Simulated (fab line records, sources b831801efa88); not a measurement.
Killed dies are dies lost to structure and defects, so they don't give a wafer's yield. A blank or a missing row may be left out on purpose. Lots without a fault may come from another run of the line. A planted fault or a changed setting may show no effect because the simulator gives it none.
fab line records | flow sky130
record lots=7 wafers=21 last_day=49
route steps=708 shown VIA3@587 METAL4@598 PAD_OPEN@708
lots that met no fault: from a run of the same line without faults
start_h: hours from the record's first day to the start of the lot's first wafer shown | wait_h: hours since the lot's step before | " the same as in the row above | L1.1+2: a row that stands for several wafers | - no value, or no start given | * or withheld: withheld | < > ~ a bound
route shown NAME@n: a module of which the file shows steps, and the number in the route of the first | usual: mean/standard deviation of fault-free wafers | same: alike in all rows | chamber/n: place in a boat | sites: the reading at each site | _std_site: their standard deviation | _edge_site: outer sites' mean less inner sites' | radius_mm: how far each site lies from the wafer's centre | mask NAME#n: copy n | behind: the tool/chamber that last shaped the wafer | hold: why the lot was held/for how many hours/how that ended | device: the transistor (n, p or np) that didn't switch | end of line: the same wafers' tests at the end of the route | a step without rows: its recipe alone | killed: dies lost to structure and defects at the first sort, not the wafer's yield | map: a wafer's dies, x killed, . not, _ none there
set.NAME: the setting as run; set.NAME@STEP: as run at that earlier step | model.NAME: the simulator's own value behind a step, which no gauge read
lots at some steps of the route; a table a step, a row a wafer
services: from which hour (start_h, from the record's first day; less than 0 if before it) a tool's chamber was out of use, for how many hours, and why
## steps
# step SKY_VIA3_ETCH_14
# recipe chemistry=N2/H2 target=BARC ion_energy_ev=200 source_w=500 bias_w=100 pressure_mtorr=30 n2_flow_sccm=100 h2_flow_sccm=200 stop_on=SiO2 time_s=45.9 target_depth_a=600
# usual drypump_motor_current_A=5.7/0.51 oes_product_au=0.856/0.0048 throttle_valve_pct=13.225/0.0097
# same time_s=45.9
# columns lot.wafer tool chamber start_h wait_h drypump_motor_current_A oes_product_au rf_hours_counter_h throttle_valve_pct
L169.1 rie_diel-03 0 944.66 0.0 6.5 0.860 11 13.228
L169.2 " 2 " " 5.2 0.852 13 13.230
L169.3 " 1 " " 5.6 0.856 19 13.233
L170.1 rie_diel-04 0 970.68 0.0 6.3 0.854 15 13.221
L170.2 " 3 " " 5.3 0.858 21 13.232
L170.3 " 2 " " 5.5 0.856 16 13.221
L171.2 rie_diel-01 1 975.93 0.0 5.8 0.855 18 13.217
L171.4 " 3 " " 6.0 0.853 21 13.240
L171.6 " 1 " " 5.8 0.853 - 13.221
L173.1 rie_diel-03 0 985.96 0.0 6.6 0.850 12 13.233
L173.3 " 3 " " 5.7 0.852 22 13.235
L173.5 " 3 " " 5.8 0.855 - 13.232
L176.2 rie_diel-04 0 1003.86 0.0 6.3 0.860 17 13.234
L176.3 " 2 " " 5.5 0.857 17 13.244
L176.4 " 1 " " 4.8 0.858 7 13.220
L186.1 rie_diel-04 2 1059.91 0.0 5.5 0.854 19 13.240
L186.2 " 1 " " 4.7 0.855 9 13.209
L186.4 " 3 " " 5.3 0.849 25 13.221
L187.1 rie_diel-03 1 1063.11 0.0 5.6 0.862 22 13.227
L187.3 " 0 " " 6.5 0.851 15 13.235
L187.5 " 1 " " 5.6 0.851 - 13.221
# step SKY_VIA3_ETCH_15
# recipe target=SiO2 chemistry=C4F8/O2/Ar target_depth_nm=507 stop_on=TiN mask_material=KrF-thick source_w=1500 bias_w=1200 pressure_mtorr=40 c4f8_flow_sccm=withheld O2_flow_sccm=6 Ar_flow_sccm=300 time_s=78
# usual oes_product_au=0.946/0.0045
# same time_s=78
# columns lot.wafer tool chamber start_h wait_h oes_product_au rf_hours_counter_h
L169.1 rie_diel-03 0 944.70 0.0 0.952 11
L169.2 " 2 " " 0.940 13
L169.3 " 1 " " 0.949 19
L170.1 rie_diel-04 0 970.72 0.0 0.946 15
L170.2 " 3 " " 0.947 21
L170.3 " 2 " " 0.945 16
L171.2 rie_diel-01 1 975.97 0.0 0.938 18
L171.4 " 3 " " 0.949 21
L171.6 " 1 " " 0.945 -
L173.1 rie_diel-03 0 986.00 0.0 0.949 12
L173.3 " 3 " " 0.950 22
L173.5 " 3 " " 0.946 -
L176.2 rie_diel-04 0 1003.90 0.0 0.942 17
L176.3 " 2 " " 0.954 17
L176.4 " 1 " " 0.942 7
L186.1 rie_diel-04 2 1059.95 0.0 0.950 19
L186.2 " 1 " " 0.950 9
L186.4 " 3 " " 0.957 25
L187.1 rie_diel-03 1 1063.16 0.0 0.945 22
L187.3 " 0 " " 0.952 15
L187.5 " 1 " " 0.941 -
# step SKY_VIA3_STRIP_16
# recipe chemistry=O2/N2 power_w=1400 pressure_mtorr=1500 platen_temp_c=withheld o2_flow_sccm=3000 n2_flow_sccm=300 overash_fraction=0.5
# usual drypump_motor_current_A=5.5/0.32 oes_product_au=0.403/0.0046 strip_time_to_endpoint_s=4.145/0.024
# columns lot.wafer tool chamber start_h wait_h drypump_motor_current_A oes_product_au rf_hours_counter_h strip_time_to_endpoint_s
L169.1 plasma_asher-02 1 944.76 0.0 5.6 0.400 115 4.159
L169.2 " 0 " " 4.9 0.403 115 4.151
L169.3 " 0 " " 4.9 0.412 - 4.128
L170.1 plasma_asher-04 0 970.78 0.0 5.7 0.400 85 4.140
L170.2 " 1 " " 5.8 0.410 85 4.143
L170.3 " 1 " " 5.9 0.400 - 4.132
L171.2 plasma_asher-01 0 976.03 0.0 5.2 0.408 52 4.141
L171.4 " 0 " " 5.2 0.401 - 4.162
L171.6 " 0 " " 5.2 0.407 - 4.124
L173.1 plasma_asher-02 0 986.06 0.0 4.9 0.407 118 4.146
L173.3 " 1 " " 5.6 0.402 - 4.163
L173.5 " 0 " " 4.9 0.399 - 4.169
L176.2 plasma_asher-02 1 1003.96 0.0 5.6 0.401 119 4.106
L176.3 " 0 " " 4.9 0.404 - 4.149
L176.4 " 1 " " 5.6 0.398 - 4.150
L186.1 plasma_asher-04 0 1060.01 0.0 5.6 0.399 95 4.157
L186.2 " 1 " " 5.8 0.400 95 4.150
L186.4 " 0 " " 5.7 0.406 - 4.185
L187.1 plasma_asher-04 0 1063.22 0.0 5.6 0.401 96 4.131
L187.3 " 0 " " 5.7 0.404 - 4.154
L187.5 " 1 " " 5.9 0.410 - 4.133
# step SKY_VIA3_STRIP_17
# recipe chemistry=post_etch_residue_remover time_s=1200 temp_c=72.5
# step SKY_VIA3_CLEAN_18
# recipe chemistry=IPA time_s=180 temp_c=25
# step SKY_VIA3_CLEAN_19
# recipe chemistry=O3/DIW dry=n2_spin
# step SKY_VIA3_SPUTTER_20
# recipe material=TiN target_thk_nm=20 chamber_pressure_pa=5 power_w=4000 time_s=80
# step SKY_VIA3_CVD_21
# recipe material=W target_thk_nm=390 time_s=117.31 temp_c=400 pressure_torr=40
# usual heater_power_outer_w=553/43 heater_power_w=906/29
# same time_s=117.31
# columns lot.wafer tool chamber start_h wait_h heater_power_outer_w heater_power_w
L169.1 cvd_w-02 0 945.46 0.0 523 859
L169.2 " 1 " " 549 903
L169.3 " 1 " " 541 908
L170.1 cvd_w-01 0 971.43 0.0 616 970
L170.2 " 1 " " 525 877
L170.3 " 1 " " 525 891
L171.2 cvd_w-02 0 976.89 0.0 515 880
L171.4 " 0 " " 531 881
L171.6 " 1 " " 549 891
L173.1 cvd_w-02 0 987.06 0.0 514 883
L173.3 " 0 " " 519 879
L173.5 " 1 " " 561 900
L176.2 cvd_w-02 0 1004.66 0.0 506 864
L176.3 " 0 " " 512 886
L176.4 " 1 " " 549 920
L186.1 cvd_w-01 1 1060.66 0.0 529 895
L186.2 " 0 " " 622 968
L186.4 " 1 " " 520 899
L187.1 cvd_w-01 1 1063.89 0.0 520 875
L187.3 " 0 " " 618 963
L187.5 " 1 " " 518 893
# step SKY_VIA3_RS_MEAS_22
# recipe thk_meas_gauge=four-point-probe reads=W_of_VIA3_CVD_21+TiN_of_VIA3_SPUTTER_20
# usual VIA3_W_RS=0.296/0.0044
# columns lot.wafer tool chamber start_h wait_h VIA3_W_RS[ohm/sq]
L169.1 film_metro-02 - 945.58 0.1 0.296
L169.2 " - " " 0.298
L169.3 " - " " 0.297
L170.1 film_metro-03 - 971.56 0.1 0.297
L170.2 " - " " 0.295
L170.3 " - " " 0.298
L171.2 film_metro-03 - 977.03 0.1 0.292
L171.4 " - " " 0.296
L171.6 " - " " 0.297
L173.1 film_metro-02 - 987.18 0.1 0.294
L173.3 " - " " 0.298
L173.5 " - " " 0.295
L176.2 film_metro-02 - 1004.80 0.1 0.300
L176.3 " - " " 0.299
L176.4 " - " " 0.298
L186.1 film_metro-01 - 1060.79 0.1 0.296
L186.2 " - " " 0.301
L186.4 " - " " 0.301
L187.1 film_metro-03 - 1064.01 0.1 0.302
L187.3 " - " " 0.304
L187.5 " - " " 0.302
# step SKY_VIA3_THK_MEAS_23
# recipe thk_meas_gauge=xrf reads=W_of_VIA3_CVD_21
# usual VIA3_W_THK=392/6.7
# columns lot.wafer tool chamber start_h wait_h VIA3_W_THK[nm]
L169.1 film_metro-02 - 945.70 0.1 389
L169.2 " - " " 388
L169.3 " - " " 388
L170.1 film_metro-03 - 971.68 0.1 393
L170.2 " - " " 394
L170.3 " - " " 394
L171.2 film_metro-03 - 977.14 0.1 398
L171.4 " - " " 396
L171.6 " - " " 392
L173.1 film_metro-02 - 987.30 0.1 394
L173.3 " - " " 387
L173.5 " - " " 395
L176.2 film_metro-02 - 1004.91 0.1 384
L176.3 " - " " 387
L176.4 " - " " 386
L186.1 film_metro-01 - 1060.91 0.1 388
L186.2 " - " " 385
L186.4 " - " " 383
L187.1 film_metro-03 - 1064.13 0.1 384
L187.3 " - " " 380
L187.5 " - " " 385
# step SKY_VIA3_CMP_24
# recipe stop_on=SiO2 t_overpolish_s=20 down_force_psi=3.5 platen_rpm=60 target_thk_nm=0 pad_velocity_m_s=0.94248
# usual motor_current_A=11.0/1.2 overpolish_run_s=20.000/0.0092 time_to_endpoint_s=93/3.9
# same t_overpolish_s=20
# columns lot.wafer tool chamber start_h wait_h motor_current_A overpolish_run_s time_to_endpoint_s
L169.1 cmp-01 1 945.76 0.1 12.5 20.009 89
L169.3 " 2 " " 10.4 20.008 93
L169.2 " 3 " " 10.3 20.014 96
L170.1 cmp-02 0 971.79 0.1 9.9 19.994 89
L170.3 " 1 " " 9.8 20.005 88
L170.2 " 2 " " 12.1 19.996 92
L171.2 cmp-01 0 977.19 0.0 9.8 19.994 96
L171.4 " 2 " " 10.4 20.001 94
L171.6 " 0 " " 10.9 20.010 91
L173.3 cmp-02 0 987.36 0.0 9.4 19.991 95
L173.1 " 3 " " 12.2 19.990 92
L173.5 " 1 " " 10.5 20.020 91
L176.4 cmp-01 1 1005.14 0.2 13.5 20.015 89
L176.2 " 3 " " 10.6 19.987 98
L176.3 " 0 " " 9.7 19.991 95
L186.2 cmp-02 0 1061.02 0.1 8.9 19.991 94
L186.4 " 1 " " 10.7 19.998 85
L186.1 " 2 " " 12.5 19.975 91
L187.1 cmp-01 3 1064.24 0.1 10.8 20.004 103
L187.3 " 0 " " 10.4 20.002 99
L187.5 " 3 " " 10.1 20.003 102
# step SKY_METAL4_SPUTTER_00
# recipe material=Ti target_thk_nm=15 power_w=3000 time_s=10 chamber_pressure_pa=0.4
# step SKY_METAL4_SPUTTER_01
# recipe material=TiN target_thk_nm=20 power_w=6500 time_s=16.7 chamber_pressure_pa=0.4
# usual cathode_dc_power_W=6500.1/1.3 chamber_pressure_pa=0.4001/0.0008 throttle_valve_pct=30.9/1.1 time_s=16.7/0
# columns lot.wafer tool chamber start_h wait_h cathode_dc_power_W chamber_pressure_pa throttle_valve_pct time_s
L169.1 pvd_sputter-03 - 946.09 0.0 6501.7 0.3990 31.8 16.7
L169.2 " - " " 6500.6 0.4006 31.1 16.7
L169.3 " - " " 6499.8 0.4012 31.8 16.7
L170.1 pvd_sputter-02 - 972.06 0.0 - - - -
L170.2 " - " " - - - -
L170.3 " - " " - - - -
L171.2 pvd_sputter-03 - 977.51 0.0 - - - -
L171.4 " - " " - - - -
L171.6 " - " " - - - -
L173.1 pvd_sputter-03 - 987.69 0.0 - - - -
L173.3 " - " " - - - -
L173.5 " - " " - - - -
L176.2 pvd_sputter-03 - 1005.46 0.0 6497.5 0.3997 31.1 16.7
L176.3 " - " " 6500.7 0.4008 31.5 16.7
L176.4 " - " " 6499.0 0.4010 31.6 16.7
L186.1 pvd_sputter-03 - 1061.29 0.0 6498.7 0.3998 31.4 16.7
L186.2 " - " " 6500.3 0.3991 32.2 16.7
L186.4 " - " " 6502.3 0.4003 31.3 16.7
L187.1 pvd_sputter-02 - 1064.51 0.0 6499.9 0.3997 29.0 16.7
L187.3 " - " " 6502.2 0.3992 29.3 16.7
L187.5 " - " " 6502.3 0.3994 30.6 16.7
# step SKY_METAL4_SPUTTER_02
# recipe material=AlCu target_thk_nm=735 power_w=10600 time_s=39.1 chamber_pressure_pa=0.4
# step SKY_PAD_OPEN_PROBE_99
# usual defect_limited_yield=82.6/1.9 killed_at_M0_to_M3=42/7.1 killed_at_M4_up=3.3/1.9 killed_at_contacts=24/5 killed_at_front_end=15/4.7 killed_at_other=0.3/0.61 killed_dies=86/9.6 killed_open=47/7.5 killed_short=38/6.6 sort_bin_3_pad_short=0.9/0.42 sort_bin_5_function=10.2/1.5 sort_bin_6_memory=6.3/1.1 sort_n_pass=406/9.6 sort_yield_pct=82.6/1.9
# same gross_dies=492 killed_at_back_side=0 sort_bin_4_leakage[%]=0 sort_bin_8_speed[%]=0
# columns lot.wafer tool chamber start_h wait_h defect_limited_yield[%] killed_at_M0_to_M3 killed_at_M4_up killed_at_contacts killed_at_front_end killed_at_other killed_dies killed_open killed_short sort_bin_3_pad_short[%] sort_bin_5_function[%] sort_bin_6_memory[%] sort_n_pass sort_yield_pct[%] model.etest.via3_chain.rc_ohm model.etest.met4.line_ohm_um model.etest.met4.rs_ohm_sq
L169.1 prober-01 - 1088.83 0.1 82.1 45 4 21 18 0 88 49 38 1.0 10.0 6.9 404 82.1 9.216 0.1442 0.04252
L169.2 prober-01 - 1088.88 0.1 81.1 38 1 32 22 0 93 50 43 0.8 8.7 9.3 399 81.1 9.033 0.1433 0.04226
L169.3 prober-01 - 1088.93 0.2 82.7 41 3 22 18 1 85 56 28 0.6 10.6 6.1 407 82.7 9.632 0.1407 0.04182
L170.1 prober-02 - 1110.63 0.1 80.9 54 3 19 18 0 94 46 48 1.4 12.6 5.1 398 80.9 8.387 0.1519 0.04476
L170.2 prober-02 - 1110.68 0.1 84.3 34 3 26 14 0 77 53 24 0.6 9.6 5.5 415 84.3 9.195 0.1535 0.04576
L170.3 prober-02 - 1110.73 0.2 84.6 32 6 27 11 0 76 39 37 1.6 8.9 4.9 416 84.6 8.816 0.1489 0.04508
L171.2 prober-01 - 1115.09 0.1 84.1 50 4 16 8 0 78 50 28 0.8 10.6 4.5 414 84.1 8.514 0.1507 0.04409
L171.4 prober-01 - 1115.19 0.2 80.5 61 2 19 13 1 96 56 40 0.6 11.6 7.3 396 80.5 9.281 0.146 0.0441
L171.6 prober-01 - 1115.29 0.2 82.3 41 3 33 10 0 87 46 41 1.0 9.6 7.1 405 82.3 9.223 0.1457 0.04457
L173.1 prober-02 - 1124.34 0.1 86.4 32 0 25 10 0 67 44 23 0.2 7.1 6.3 425 86.4 8.697 0.1452 0.04414
L173.3 prober-02 - 1124.44 0.2 85.0 34 1 23 16 0 74 44 30 1.6 7.7 5.7 418 85.0 9.14 0.1428 0.04432
L173.5 prober-02 - 1124.54 0.2 81.9 45 3 28 12 1 89 49 39 1.0 11.2 5.9 403 81.9 9.374 0.1442 0.04422
L176.2 prober-02 - 1141.08 0.1 82.7 38 1 28 17 1 85 50 34 0.6 10.6 6.1 407 82.7 9.845 0.1452 0.0432
L176.3 prober-02 - 1141.13 0.2 81.5 44 3 30 14 0 91 53 38 1.0 10.6 6.9 401 81.5 9.419 0.145 0.04279
L176.4 prober-02 - 1141.18 0.2 82.7 35 4 36 10 0 85 46 39 0.8 9.1 7.3 407 82.7 9.003 0.1429 0.04279
L186.1 prober-02 - 1184.42 0.1 84.1 34 0 29 15 0 78 50 27 0.8 9.8 5.3 414 84.1 10.13 0.1383 0.04178
L186.2 prober-02 - 1184.47 0.1 85.4 36 8 13 15 0 72 43 28 0.6 7.9 6.1 420 85.4 9.369 0.1446 0.04283
L186.4 prober-02 - 1184.57 0.2 80.1 48 3 29 18 0 98 64 33 0.2 12.2 7.5 394 80.1 9.616 0.1423 0.04227
L187.1 prober-01 - 1187.08 0.1 85.2 35 5 22 11 0 73 36 37 0.4 8.7 5.7 419 85.2 10.25 0.1439 0.04258
L187.3 prober-01 - 1187.18 0.2 82.9 45 7 20 12 0 84 44 40 1.0 8.3 7.7 408 82.9 9.599 0.1466 0.04292
L187.5 prober-01 - 1187.28 0.2 87.8 28 3 16 13 0 60 29 31 1.0 6.9 4.3 432 87.8 9.744 0.144 0.0431
# killed by level:class
L169.1 CONTACT:geometric_particle:open=11 VIA3:geometric_particle:open=9 VIA1:geometric_particle:open=8 METAL2:geometric_particle:short=7 FIELD_ISO:geometric_particle:open=5 POLY_GATE:geometric_particle:open=4 CONTACT:geometric_particle:short=4 VIA2:geometric_particle:short=4
L169.2 CONTACT:geometric_particle:open=10 LI_CONTACT:geometric_particle:open=8 VIA1:geometric_particle:open=8 POLY_GATE:geometric_particle:short=7 VIA3:geometric_particle:open=7 FIELD_ISO:geometric_particle:open=6 LOCAL_INTERCONNECT:geometric_particle:short=6 VIA1:geometric_particle:short=5
L169.3 CONTACT:geometric_particle:open=12 VIA3:geometric_particle:open=11 VIA1:geometric_particle:open=8 VIA2:geometric_particle:open=6 METAL2:geometric_particle:short=6 POLY_GATE:geometric_particle:open=5 LI_CONTACT:geometric_particle:open=4 POLY_GATE:geometric_particle:short=3
L170.1 CONTACT:geometric_particle:open=11 METAL1:geometric_particle:short=10 VIA1:geometric_particle:short=9 VIA2:geometric_particle:short=6 VIA1:geometric_particle:open=6 VIA2:geometric_particle:open=6 LI_CONTACT:geometric_particle:open=5 METAL2:geometric_particle:short=5
L170.2 LI_CONTACT:geometric_particle:open=9 VIA1:geometric_particle:open=9 CONTACT:geometric_particle:open=8 POLY_GATE:geometric_particle:open=4 LOCAL_INTERCONNECT:geometric_particle:short=4 METAL2:geometric_particle:open=4 VIA2:geometric_particle:short=4 VIA2:geometric_particle:open=4
L170.3 CONTACT:geometric_particle:open=13 METAL1:geometric_particle:short=7 VIA1:geometric_particle:open=7 CONTACT:geometric_particle:short=6 POLY_GATE:geometric_particle:open=4 VIA1:geometric_particle:short=4 FIELD_ISO:geometric_particle:open=3 FIELD_ISO:geometric_particle:short=3
L171.2 VIA2:geometric_particle:open=10 VIA1:geometric_particle:open=10 CONTACT:geometric_particle:open=8 VIA3:geometric_particle:open=8 VIA2:geometric_particle:short=5 METAL1:geometric_particle:short=4 METAL3:geometric_particle:short=4 LI_CONTACT:geometric_particle:open=3
L171.4 VIA1:geometric_particle:open=15 VIA2:geometric_particle:open=10 CONTACT:geometric_particle:open=9 VIA3:geometric_particle:open=9 METAL2:geometric_particle:short=6 METAL1:geometric_particle:short=5 VIA1:geometric_particle:short=5 LOCAL_INTERCONNECT:geometric_particle:short=4
L171.6 CONTACT:geometric_particle:open=14 VIA1:geometric_particle:open=9 VIA2:geometric_particle:open=7 METAL3:geometric_particle:short=7 LI_CONTACT:geometric_particle:open=6 CONTACT:geometric_particle:short=6 LOCAL_INTERCONNECT:geometric_particle:short=4 METAL1:geometric_particle:open=4
L173.1 CONTACT:geometric_particle:open=9 VIA3:geometric_particle:open=8 LI_CONTACT:geometric_particle:open=7 VIA1:geometric_particle:open=6 LOCAL_INTERCONNECT:geometric_particle:short=5 FIELD_ISO:geometric_particle:open=3 VIA2:geometric_particle:short=3 POLY_GATE:geometric_particle:open=3
L173.3 CONTACT:geometric_particle:open=10 FIELD_ISO:geometric_particle:short=7 VIA1:geometric_particle:open=7 VIA3:geometric_particle:open=6 FIELD_ISO:geometric_particle:open=5 VIA2:geometric_particle:short=5 LI_CONTACT:geometric_particle:open=5 VIA2:geometric_particle:open=3
L173.5 LI_CONTACT:geometric_particle:open=10 VIA2:geometric_particle:open=9 VIA1:geometric_particle:open=9 CONTACT:geometric_particle:open=7 LI_CONTACT:geometric_particle:short=5 VIA1:geometric_particle:short=5 METAL1:geometric_particle:short=5 VIA3:geometric_particle:open=5
L176.2 CONTACT:geometric_particle:open=11 VIA1:geometric_particle:open=7 LI_CONTACT:geometric_particle:open=5 CONTACT:geometric_particle:short=5 FIELD_ISO:geometric_particle:open=4 LOCAL_INTERCONNECT:geometric_particle:short=4 VIA1:geometric_particle:short=4 METAL1:geometric_particle:short=4
L176.3 CONTACT:geometric_particle:open=12 VIA1:geometric_particle:open=12 LI_CONTACT:geometric_particle:open=8 METAL1:geometric_particle:short=8 FIELD_ISO:geometric_particle:open=7 VIA2:geometric_particle:open=6 CONTACT:geometric_particle:short=5 VIA1:geometric_particle:short=5
L176.4 CONTACT:geometric_particle:open=14 LI_CONTACT:geometric_particle:open=8 CONTACT:geometric_particle:short=7 VIA1:geometric_particle:open=7 METAL2:geometric_particle:short=6 VIA2:geometric_particle:open=6 LI_CONTACT:geometric_particle:short=5 METAL1:geometric_particle:short=4
L186.1 VIA2:geometric_particle:open=9 LI_CONTACT:geometric_particle:open=8 CONTACT:geometric_particle:open=8 VIA1:geometric_particle:open=6 LOCAL_INTERCONNECT:geometric_particle:short=5 VIA3:geometric_particle:open=5 SPACER:geometric_particle:open=4 METAL2:geometric_particle:short=4
L186.2 VIA2:geometric_particle:open=9 VIA1:geometric_particle:open=7 FIELD_ISO:geometric_particle:open=5 LI_CONTACT:geometric_particle:open=5 VIA3:geometric_particle:open=5 METAL1:geometric_particle:short=5 CONTACT:geometric_particle:open=3 VIA3:geometric_particle:short=3
L186.4 VIA1:geometric_particle:open=12 LI_CONTACT:geometric_particle:open=10 CONTACT:geometric_particle:open=10 VIA2:geometric_particle:open=9 VIA3:geometric_particle:open=7 FIELD_ISO:geometric_particle:open=6 FIELD_ISO:geometric_particle:short=4 LOCAL_INTERCONNECT:geometric_particle:short=4
L187.1 CONTACT:geometric_particle:open=11 METAL1:geometric_particle:short=8 LI_CONTACT:geometric_particle:open=6 VIA1:geometric_particle:open=6 VIA1:geometric_particle:short=5 METAL4:geometric_particle:short=5 METAL2:geometric_particle:short=5 VIA2:geometric_particle:open=4
L187.3 VIA1:geometric_particle:open=10 METAL4:geometric_particle:short=6 LI_CONTACT:geometric_particle:open=6 CONTACT:geometric_particle:open=5 VIA1:geometric_particle:short=5 METAL2:geometric_particle:short=5 VIA2:geometric_particle:short=5 VIA2:geometric_particle:open=5
L187.5 LI_CONTACT:geometric_particle:open=7 CONTACT:geometric_particle:open=6 VIA3:geometric_particle:open=5 POLY_GATE:geometric_particle:short=4 VIA1:geometric_particle:open=4 METAL2:geometric_particle:short=4 METAL3:geometric_particle:short=4 POLY_GATE:geometric_particle:open=3
## services
# columns tool chamber start_h hours kind
rie_diel-03 1 924.69 5.3 repair
rie_diel-04 1 946.62 46.5 repair
rie_diel-03 - 955.30 0.3 repair
plasma_asher-02 - 959.31 0.7 repair
plasma_asher-02 - 965.14 0.4 repair
plasma_asher-01 - 966.48 3.2 repair
rie_diel-03 1 972.57 15.9 repair
plasma_asher-02 - 974.33 7.7 pm
rie_diel-03 0 976.81 3.8 repair
plasma_asher-02 - 988.45 8.2 repair
pvd_sputter-02 - 990.41 23.1 repair
rie_diel-03 1 992.47 8.5 repair
cmp-02 - 999.05 0.9 repair
cmp-02 - 999.96 14.3 pm
cmp-01 - 1012.96 3.1 repair
cmp-02 - 1016.40 4.2 pm
rie_diel-04 0 1017.51 5.3 repair
cmp-02 - 1017.86 1.2 repair
cmp-01 - 1021.64 4.3 repair
cmp-02 - 1035.25 2.1 repair
rie_diel-03 - 1046.58 0.8 repair
rie_diel-03 3 1052.54 10.3 repair
plasma_asher-02 - 1055.25 9.0 pm
rie_diel-01 3 1056.20 12.8 repair
## key
first_sign step=SKY_METAL4_SPUTTER_01 reading=tool_record direction=missing
effect none on later readings
model_effect step=SKY_PAD_OPEN_PROBE_99 value=etest.via3_chain.rc_ohm without=9.513 struck=8.958
met_at SKY_METAL4_SPUTTER_01
struck_wafers L170.1,L170.2,L170.3,L171.2,L171.4,L171.6,L173.1,L173.3,L173.5
onset_between 946.09 972.06
fault kind=skipped_step_whole tool=pvd_sputter-02,pvd_sputter-03 chamber=- onset_h=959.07 steps=SKY_METAL4_SPUTTER_01 scope=struck_lots_only
